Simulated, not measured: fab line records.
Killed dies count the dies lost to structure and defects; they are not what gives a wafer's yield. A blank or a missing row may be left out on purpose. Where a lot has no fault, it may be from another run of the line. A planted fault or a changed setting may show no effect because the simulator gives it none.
fab line records || flow sky130
record: {"lots": 15, "wafers": 45, "last-day": 50}
route steps=708 shown METAL4@633 PAD_OPEN@708
lots that met no fault: from a run of the same line without faults
start-h: start of the lot's first displayed wafer, in hours after the record's first day || wait-h: hours from the lot's prior step to this one || " unchanged from the row above || L1.1+2: one row covering several wafers at once || - either no value or no given start || * or withheld: withheld || < > ~ a bound
route shown NAME@n: names a module that has steps shown in the file, with the first one's number in the route || usual: the fault-free wafers' mean and standard deviation || same: alike in all rows || chamber/n: place in a boat || sites: per-site readings || _std_site: the standard deviation of these || _edge_site: outer sites' mean less inner sites' || radius-mm: how far each site lies from the wafer's centre || mask NAME#n: copy n || behind: the tool/chamber that last shaped the wafer || hold: why the lot went on hold/how many hours it stayed there/how the hold came to an end || device: the n, p or np transistor that did not switch || end of line: tests of these same wafers at the route's end || a step without rows: its recipe alone || killed: dies lost to structure and defects at the first sort, not the wafer's yield || map: the dies of a wafer, with x for killed, . for not killed, _ for no die there
set.NAME: setting as actually run; set.NAME@STEP: the setting as run at that earlier step || model.NAME: the simulator's own value behind a step, which no gauge read
one table for each step of the route and one row for each wafer, over a sample of lots
services: the hour from which a tool's chamber was out of use, counted from the record's first day as start-h (under 0 if before that day), plus the number of hours and why
== steps ==
step: SKY_METAL4_ETCH_17
recipe: {"target": "SiO2", "stop-on": "TiN", "chemistry": "C4F8/O2/Ar", "source-w": 1500, "bias-w": 1200, "pressure-mtorr": 40, "c4f8-flow-sccm": "withheld", "O2_flow_sccm": 6, "Ar_flow_sccm": 300, "time-s": 3.9, "target-depth-a": 150}
usual: {"oes-product-au": "0.754/0.0068", "rf-fwd-power-W": "1470/7.5"}
{"lot.wafer": "L737.1", "tool": "rie-diel-03", "chamber": 1, "start-h": 985.38, "wait-h": 0.2, "oes-product-au": 0.751, "rf-fwd-power-W": 1477, "rf-hours-counter-h": 20}
{"lot.wafer": "L737.5", "tool": "rie-diel-03", "chamber": 0, "start-h": 985.38, "wait-h": 0.2, "oes-product-au": 0.748, "rf-fwd-power-W": 1473, "rf-hours-counter-h": "-"}
{"lot.wafer": "L737.6", "tool": "rie-diel-03", "chamber": 1, "start-h": 985.38, "wait-h": 0.2, "oes-product-au": 0.755, "rf-fwd-power-W": 1478, "rf-hours-counter-h": "-"}
{"lot.wafer": "L738.3", "tool": "rie-diel-03", "chamber": 0, "start-h": 990.02, "wait-h": 0.1, "oes-product-au": 0.760, "rf-fwd-power-W": 1473, "rf-hours-counter-h": 16}
{"lot.wafer": "L738.4", "tool": "rie-diel-03", "chamber": 3, "start-h": 990.02, "wait-h": 0.1, "oes-product-au": 0.767, "rf-fwd-power-W": 1466, "rf-hours-counter-h": 14}
{"lot.wafer": "L738.6", "tool": "rie-diel-03", "chamber": 2, "start-h": 990.02, "wait-h": 0.1, "oes-product-au": 0.754, "rf-fwd-power-W": 1469, "rf-hours-counter-h": "-"}
{"lot.wafer": "L741.3", "tool": "rie-diel-02", "chamber": 2, "start-h": 1028.45, "wait-h": 0.0, "oes-product-au": 0.760, "rf-fwd-power-W": 1466, "rf-hours-counter-h": 4}
{"lot.wafer": "L741.5", "tool": "rie-diel-02", "chamber": 3, "start-h": 1028.45, "wait-h": 0.0, "oes-product-au": 0.765, "rf-fwd-power-W": 1469, "rf-hours-counter-h": "-"}
{"lot.wafer": "L741.6", "tool": "rie-diel-02", "chamber": 0, "start-h": 1028.45, "wait-h": 0.0, "oes-product-au": 0.753, "rf-fwd-power-W": 1479, "rf-hours-counter-h": "-"}
{"lot.wafer": "L742.1", "tool": "rie-diel-02", "chamber": 1, "start-h": 1040.09, "wait-h": 0.1, "oes-product-au": 0.741, "rf-fwd-power-W": 1464, "rf-hours-counter-h": 18}
{"lot.wafer": "L742.4", "tool": "rie-diel-02", "chamber": 2, "start-h": 1040.09, "wait-h": 0.1, "oes-product-au": 0.763, "rf-fwd-power-W": 1469, "rf-hours-counter-h": 4}
{"lot.wafer": "L742.6", "tool": "rie-diel-02", "chamber": 3, "start-h": 1040.09, "wait-h": 0.1, "oes-product-au": 0.763, "rf-fwd-power-W": 1471, "rf-hours-counter-h": "-"}
{"lot.wafer": "L744.1", "tool": "rie-diel-03", "chamber": 3, "start-h": 1046.65, "wait-h": 0.1, "oes-product-au": 0.747, "rf-fwd-power-W": 1462, "rf-hours-counter-h": 17}
{"lot.wafer": "L744.2", "tool": "rie-diel-03", "chamber": 2, "start-h": 1046.65, "wait-h": 0.1, "oes-product-au": 0.747, "rf-fwd-power-W": 1467, "rf-hours-counter-h": 15}
{"lot.wafer": "L744.5", "tool": "rie-diel-03", "chamber": 1, "start-h": 1046.65, "wait-h": 0.1, "oes-product-au": 0.758, "rf-fwd-power-W": 1476, "rf-hours-counter-h": "-"}
{"lot.wafer": "L747.2", "tool": "rie-diel-02", "chamber": 1, "start-h": 1058.64, "wait-h": 0.1, "oes-product-au": 0.760, "rf-fwd-power-W": 1463, "rf-hours-counter-h": 19}
{"lot.wafer": "L747.4", "tool": "rie-diel-02", "chamber": 3, "start-h": 1058.64, "wait-h": 0.1, "oes-product-au": 0.750, "rf-fwd-power-W": 1480, "rf-hours-counter-h": 17}
{"lot.wafer": "L747.5", "tool": "rie-diel-02", "chamber": 2, "start-h": 1058.64, "wait-h": 0.1, "oes-product-au": 0.761, "rf-fwd-power-W": 1473, "rf-hours-counter-h": "-"}
{"lot.wafer": "L745.2", "tool": "rie-diel-01", "chamber": 3, "start-h": 1060.54, "wait-h": 0.1, "oes-product-au": 0.748, "rf-fwd-power-W": 1470, "rf-hours-counter-h": 17}
{"lot.wafer": "L745.4", "tool": "rie-diel-01", "chamber": 0, "start-h": 1060.54, "wait-h": 0.1, "oes-product-au": 0.761, "rf-fwd-power-W": 1476, "rf-hours-counter-h": 17}
{"lot.wafer": "L745.6", "tool": "rie-diel-01", "chamber": 3, "start-h": 1060.54, "wait-h": 0.1, "oes-product-au": 0.758, "rf-fwd-power-W": 1468, "rf-hours-counter-h": "-"}
{"lot.wafer": "L752.1", "tool": "rie-diel-03", "chamber": 2, "start-h": 1079.30, "wait-h": 0.1, "oes-product-au": 0.755, "rf-fwd-power-W": 1703, "rf-hours-counter-h": 16}
{"lot.wafer": "L752.5", "tool": "rie-diel-03", "chamber": 1, "start-h": 1079.30, "wait-h": 0.1, "oes-product-au": 0.761, "rf-fwd-power-W": 1727, "rf-hours-counter-h": "-"}
{"lot.wafer": "L752.6", "tool": "rie-diel-03", "chamber": 2, "start-h": 1079.30, "wait-h": 0.1, "oes-product-au": 0.769, "rf-fwd-power-W": 1701, "rf-hours-counter-h": "-"}
{"lot.wafer": "L753.3", "tool": "rie-diel-03", "chamber": 1, "start-h": 1084.36, "wait-h": 0.0, "oes-product-au": 0.748, "rf-fwd-power-W": 1720, "rf-hours-counter-h": "-"}
{"lot.wafer": "L753.5", "tool": "rie-diel-03", "chamber": 2, "start-h": 1084.36, "wait-h": 0.0, "oes-product-au": 0.759, "rf-fwd-power-W": 1710, "rf-hours-counter-h": "-"}
{"lot.wafer": "L753.6", "tool": "rie-diel-03", "chamber": 1, "start-h": 1084.36, "wait-h": 0.0, "oes-product-au": 0.761, "rf-fwd-power-W": 1724, "rf-hours-counter-h": "-"}
{"lot.wafer": "L754.2", "tool": "rie-diel-03", "chamber": 1, "start-h": 1092.80, "wait-h": 0.1, "oes-product-au": 0.758, "rf-fwd-power-W": 1714, "rf-hours-counter-h": 25}
{"lot.wafer": "L754.3", "tool": "rie-diel-03", "chamber": 2, "start-h": 1092.80, "wait-h": 0.1, "oes-product-au": 0.754, "rf-fwd-power-W": 1703, "rf-hours-counter-h": 17}
{"lot.wafer": "L754.4", "tool": "rie-diel-03", "chamber": 1, "start-h": 1092.80, "wait-h": 0.1, "oes-product-au": 0.752, "rf-fwd-power-W": 1717, "rf-hours-counter-h": "-"}
{"lot.wafer": "L755.1", "tool": "rie-diel-02", "chamber": 0, "start-h": 1103.40, "wait-h": 0.1, "oes-product-au": 0.753, "rf-fwd-power-W": 1477, "rf-hours-counter-h": 20}
{"lot.wafer": "L755.3", "tool": "rie-diel-02", "chamber": 2, "start-h": 1103.40, "wait-h": 0.1, "oes-product-au": 0.758, "rf-fwd-power-W": 1466, "rf-hours-counter-h": 6}
{"lot.wafer": "L755.4", "tool": "rie-diel-02", "chamber": 3, "start-h": 1103.40, "wait-h": 0.1, "oes-product-au": 0.753, "rf-fwd-power-W": 1459, "rf-hours-counter-h": 19}
{"lot.wafer": "L756.2", "tool": "rie-diel-02", "chamber": 1, "start-h": 1114.85, "wait-h": 0.1, "oes-product-au": 0.748, "rf-fwd-power-W": 1468, "rf-hours-counter-h": 21}
{"lot.wafer": "L756.4", "tool": "rie-diel-02", "chamber": 3, "start-h": 1114.85, "wait-h": 0.1, "oes-product-au": 0.757, "rf-fwd-power-W": 1456, "rf-hours-counter-h": 19}
{"lot.wafer": "L756.5", "tool": "rie-diel-02", "chamber": 3, "start-h": 1114.85, "wait-h": 0.1, "oes-product-au": 0.759, "rf-fwd-power-W": 1461, "rf-hours-counter-h": "-"}
{"lot.wafer": "L758.2", "tool": "rie-diel-02", "chamber": 2, "start-h": 1117.15, "wait-h": 0.1, "oes-product-au": 0.742, "rf-fwd-power-W": 1470, "rf-hours-counter-h": 6}
{"lot.wafer": "L758.4", "tool": "rie-diel-02", "chamber": 3, "start-h": 1117.15, "wait-h": 0.1, "oes-product-au": 0.757, "rf-fwd-power-W": 1462, "rf-hours-counter-h": 19}
{"lot.wafer": "L758.6", "tool": "rie-diel-02", "chamber": 3, "start-h": 1117.15, "wait-h": 0.1, "oes-product-au": 0.749, "rf-fwd-power-W": 1466, "rf-hours-counter-h": "-"}
{"lot.wafer": "L757.2", "tool": "rie-diel-01", "chamber": 0, "start-h": 1119.44, "wait-h": 0.1, "oes-product-au": 0.755, "rf-fwd-power-W": 1478, "rf-hours-counter-h": 19}
{"lot.wafer": "L757.4", "tool": "rie-diel-01", "chamber": 3, "start-h": 1119.44, "wait-h": 0.1, "oes-product-au": 0.768, "rf-fwd-power-W": 1471, "rf-hours-counter-h": 19}
{"lot.wafer": "L757.6", "tool": "rie-diel-01", "chamber": 0, "start-h": 1119.44, "wait-h": 0.1, "oes-product-au": 0.765, "rf-fwd-power-W": 1473, "rf-hours-counter-h": "-"}
{"lot.wafer": "L759.1", "tool": "rie-diel-01", "chamber": 1, "start-h": 1123.58, "wait-h": 0.1, "oes-product-au": 0.746, "rf-fwd-power-W": 1471, "rf-hours-counter-h": 22}
{"lot.wafer": "L759.3", "tool": "rie-diel-01", "chamber": 0, "start-h": 1123.58, "wait-h": 0.1, "oes-product-au": 0.754, "rf-fwd-power-W": 1482, "rf-hours-counter-h": 20}
{"lot.wafer": "L759.4", "tool": "rie-diel-01", "chamber": 2, "start-h": 1123.58, "wait-h": 0.1, "oes-product-au": 0.762, "rf-fwd-power-W": 1468, "rf-hours-counter-h": 6}
step: SKY_PAD_OPEN_PROBE_99
usual: {"defect-limited-yield": "82.7/1.9", "killed_at_M0_to_M3": "43/6.8", "killed_at_M4_up": "3.0/1.8", "killed-at-contacts": "23/5.4", "killed-at-front-end": "15/4.4", "killed-at-other": "0.3/0.51", "killed-dies": "85/9.2", "killed-open": "47/6.8", "killed-short": "39/6.8", "sort_bin_3_pad_short": "0.8/0.43", "sort_bin_5_function": "10.3/1.5", "sort_bin_6_memory": "6.2/0.96", "sort-n-pass": "407/9.2", "sort-yield-pct": "82.7/1.9"}
same: {"gross-dies": 492, "killed-at-back-side": 0, "sort_bin_4_leakage[%]": 0, "sort_bin_8_speed[%]": 0}
{"lot.wafer": "L753.3", "tool": "prober-01", "chamber": "-", "start-h": 1166.34, "wait-h": 0.2, "defect-limited-yield[%]": 82.9, "killed_at_M0_to_M3": 44, "killed_at_M4_up": 4, "killed-at-contacts": 16, "killed-at-front-end": 19, "killed-at-other": 1, "killed-dies": 84, "killed-open": 52, "killed-short": 32, "sort_bin_3_pad_short[%]": 0.6, "sort_bin_5_function[%]": 8.5, "sort_bin_6_memory[%]": 7.9, "sort-n-pass": 408, "sort-yield-pct[%]": 82.9}
{"lot.wafer": "L753.5", "tool": "prober-01", "chamber": "-", "start-h": 1166.44, "wait-h": 0.2, "defect-limited-yield[%]": 84.6, "killed_at_M0_to_M3": 43, "killed_at_M4_up": 2, "killed-at-contacts": 18, "killed-at-front-end": 13, "killed-at-other": 0, "killed-dies": 76, "killed-open": 48, "killed-short": 28, "sort_bin_3_pad_short[%]": 0.8, "sort_bin_5_function[%]": 8.1, "sort_bin_6_memory[%]": 6.5, "sort-n-pass": 416, "sort-yield-pct[%]": 84.6}
{"lot.wafer": "L753.6", "tool": "prober-01", "chamber": "-", "start-h": 1166.49, "wait-h": 0.2, "defect-limited-yield[%]": 80.7, "killed_at_M0_to_M3": 52, "killed_at_M4_up": 2, "killed-at-contacts": 18, "killed-at-front-end": 22, "killed-at-other": 1, "killed-dies": 95, "killed-open": 54, "killed-short": 41, "sort_bin_3_pad_short[%]": 0.2, "sort_bin_5_function[%]": 11.0, "sort_bin_6_memory[%]": 8.1, "sort-n-pass": 397, "sort-yield-pct[%]": 80.7}
killed by level:class
L753.3 VIA1:geometric-particle:open=13 FIELD_ISO:geometric-particle:open=7 LI_CONTACT:geometric-particle:open=6 VIA2:geometric-particle:open=6 VIA1:geometric-particle:short=5 FIELD_ISO:geometric-particle:short=4 CONTACT:geometric-particle:open=4 METAL1:geometric-particle:short=4
L753.5 CONTACT:geometric-particle:open=11 VIA1:geometric-particle:open=7 FIELD_ISO:geometric-particle:open=6 METAL2:geometric-particle:short=6 VIA3:geometric-particle:open=6 LI_CONTACT:geometric-particle:open=5 VIA2:geometric-particle:open=5 POLY_GATE:geometric-particle:short=4
L753.6 VIA1:geometric-particle:open=12 VIA3:geometric-particle:open=8 VIA2:geometric-particle:open=7 FIELD_ISO:geometric-particle:short=6 FIELD_ISO:geometric-particle:open=6 CONTACT:geometric-particle:open=6 CONTACT:geometric-particle:short=5 VIA2:geometric-particle:short=5
== services ==
{"tool": "rie-diel-02", "chamber": "-", "start-h": 963.04, "hours": 0.2, "kind": "repair"}
{"tool": "rie-diel-03", "chamber": 3, "start-h": 977.63, "hours": 2.0, "kind": "repair"}
{"tool": "rie-diel-03", "chamber": 0, "start-h": 996.29, "hours": 115.3, "kind": "repair"}
{"tool": "rie-diel-03", "chamber": 2, "start-h": 1006.80, "hours": 2.0, "kind": "repair"}
{"tool": "rie-diel-03", "chamber": 2, "start-h": 1011.03, "hours": 3.7, "kind": "repair"}
{"tool": "rie-diel-03", "chamber": 3, "start-h": 1019.48, "hours": 5.2, "kind": "repair"}
{"tool": "rie-diel-03", "chamber": 1, "start-h": 1039.47, "hours": 5.5, "kind": "repair"}
{"tool": "rie-diel-01", "chamber": "-", "start-h": 1049.45, "hours": 4.3, "kind": "pm"}
{"tool": "rie-diel-01", "chamber": 3, "start-h": 1055.42, "hours": 2.0, "kind": "repair"}
{"tool": "rie-diel-03", "chamber": 3, "start-h": 1064.53, "hours": 21.6, "kind": "repair"}
{"tool": "rie-diel-03", "chamber": 1, "start-h": 1118.81, "hours": 2.8, "kind": "repair"}
== key ==
first-sign: {"step": "SKY_METAL4_ETCH_17", "reading": "rf-fwd-power-W", "direction": "up", "sigmas": 32, "usual": 1470, "struck": 1713}
effect none on later readings
met-at SKY_METAL4_ETCH_17
struck-lots L752,L753,L754
onset-between 1046.65 1079.30
fault: {"kind": "process-parameter-drift", "tool": "rie-diel-03", "chamber": "-", "onset-h": 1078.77, "steps": "SKY_METAL4_ETCH_17", "channel": "source-w", "offset": 240, "shape": "step", "end-h": 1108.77, "acts-in": "these-recipes-only", "stated": 1500}
